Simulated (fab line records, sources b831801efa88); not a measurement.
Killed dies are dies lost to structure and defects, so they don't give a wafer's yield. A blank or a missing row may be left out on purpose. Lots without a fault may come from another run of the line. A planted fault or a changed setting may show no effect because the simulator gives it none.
A struck lot beside a sound one | flow sky130 | 36 steps out of a route of 708
Sound: wafers L200.3, L200.4, L200.5. Struck: wafers L189.1, L189.3, L189.5. The cause comes at the end.
At each step with rows: each side's tool, then ch and its chambers, then its first start. Under that, the readings that differ: sound wafers | struck wafers | difference of the means | sigmas: that difference in standard deviations of wafers without a fault.
alike: readings whose means differ by less than 2 such deviations, and words and numbers that are the same on both sides. not compared: withheld readings, readings that some wafer has no value for, bounds like >300 that may hide the same value, and numbers for which the record gives no deviation and whose values overlap.
The two part at a step that has a row with sigmas, a row that says differs or no value, or rows on one side only. Numbers that don't overlap but have no deviation are shown without sigmas and don't part them. A reading that every wafer of one side lacks parts them only if that side has two wafers or more.

first, 10 steps without rows for these wafers: SKY_GATE_OXIDE_COAT_05 (resist thk 1140 nm); SKY_GATE_OXIDE_SOFTBAKE_06 (time 60 s); SKY_GATE_OXIDE_EXPOSE_07 (exposes mask LVOM, target cd 600 nm); SKY_GATE_OXIDE_PEB_08; SKY_GATE_OXIDE_DEVELOP_09 (develop time 60 s); SKY_GATE_OXIDE_IMPLANT_11; SKY_GATE_OXIDE_WET_ETCH_12 (etches SiO2 in dHF, target depth 16.8 nm, time 336 s); SKY_GATE_OXIDE_STRIP_13 (strips in O2/N2); SKY_GATE_OXIDE_CLEAN_15 (cleans in SC1/SC2, time 150 s); SKY_GATE_OXIDE_OXIDATION_16 (stabilise 600 s, purge 300 s, target thk 3.57 nm).
SKY_POLY_GATE_CVD_00: deposits poly-Si, target thk 180 nm, time 720 s.
  sound on lpcvd-01 ch 0, day 20 09:08; struck on lpcvd-01 ch 1, day 15 21:47
  reading            | sound             | struck            | difference | sigmas
  spike_tc_top_C (C) | 641.1 639.6 639.5 | 635.2 636.5 636.1 | -4.1       | -2
then, 24 steps without rows for these wafers: SKY_RES_PROTECT_DEHYDRATE_00 (time 60 s); SKY_RES_PROTECT_HMDS_01 (prime time 60 s); SKY_RES_PROTECT_COAT_02 (resist thk 1140 nm); SKY_RES_PROTECT_SOFTBAKE_03 (time 60 s); SKY_RES_PROTECT_EXPOSE_04 (exposes mask RPM, target cd 1270 nm); SKY_RES_PROTECT_PEB_05; SKY_RES_PROTECT_DEVELOP_06 (develop time 60 s); SKY_POLY_GATE_IMPLANT_02; SKY_RES_PROTECT_STRIP_07 (strips in O2/N2); SKY_RES_PROTECT_CLEAN_09 (cleans in SC1/SC2, time 150 s); SKY_POLY_GATE_CVD_03 (deposits Si3N4 from DCS/NH3, target thk 75 nm, time 1290 s); SKY_POLY_GATE_DEHYDRATE_05 (time 60 s); SKY_POLY_GATE_HMDS_06 (prime time 60 s); SKY_POLY_GATE_COAT_07 (resist thk 110 nm); SKY_POLY_GATE_COAT_08 (resist thk 450 nm); SKY_POLY_GATE_SOFTBAKE_09 (time 90 s); SKY_POLY_GATE_EXPOSE_10 (exposes mask P1M, target cd 150 nm); SKY_POLY_GATE_PEB_11; SKY_POLY_GATE_DEVELOP_12 (develop time 60 s); SKY_POLY_GATE_ETCH_15 (etches BARC in N2/H2, stops on SiO2, time 118.5 s, target depth 110 nm); SKY_POLY_GATE_ETCH_16 (etches Si3N4 in CH3F/O2, stops on poly-Si, time 147.5 s, target depth 75 nm); SKY_POLY_GATE_ETCH_17 (etches poly-Si in HBr/Cl2, stops on SiO2, target depth 180 nm, time 70.5 s); SKY_POLY_GATE_STRIP_18 (strips in O2/N2); SKY_POLY_GATE_CLEAN_19 (cleans in SC1/SC2, time 150 s).
-- the record jumps here: 31 days lie between the struck wafers' starts before and after (it left off in module POLY_GATE and takes up again in module PAD_OPEN, whose first step shown is number 708 of the route) --
SKY_PAD_OPEN_PROBE_99:
  sound on prober-02, day 50 06:10; struck on prober-02, day 47 03:16
  reading             | sound    | struck   | difference | sigmas
  killed_at_front_end | 19 16 18 | 36 46 44 | +24        | +5
  alike: killed_at_M0_to_M3, killed_at_M4_up, killed_at_contacts, killed_at_other, killed_dies, killed_open, killed_short
  not compared: hold

WHERE THEY PART
First at SKY_POLY_GATE_CVD_00; last, within this record, at SKY_PAD_OPEN_PROBE_99.

WHY: what the simulator had put in
Chamber particle source: lpcvd-01, from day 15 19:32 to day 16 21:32, at SKY_POLY_GATE_CVD_00. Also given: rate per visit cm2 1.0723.
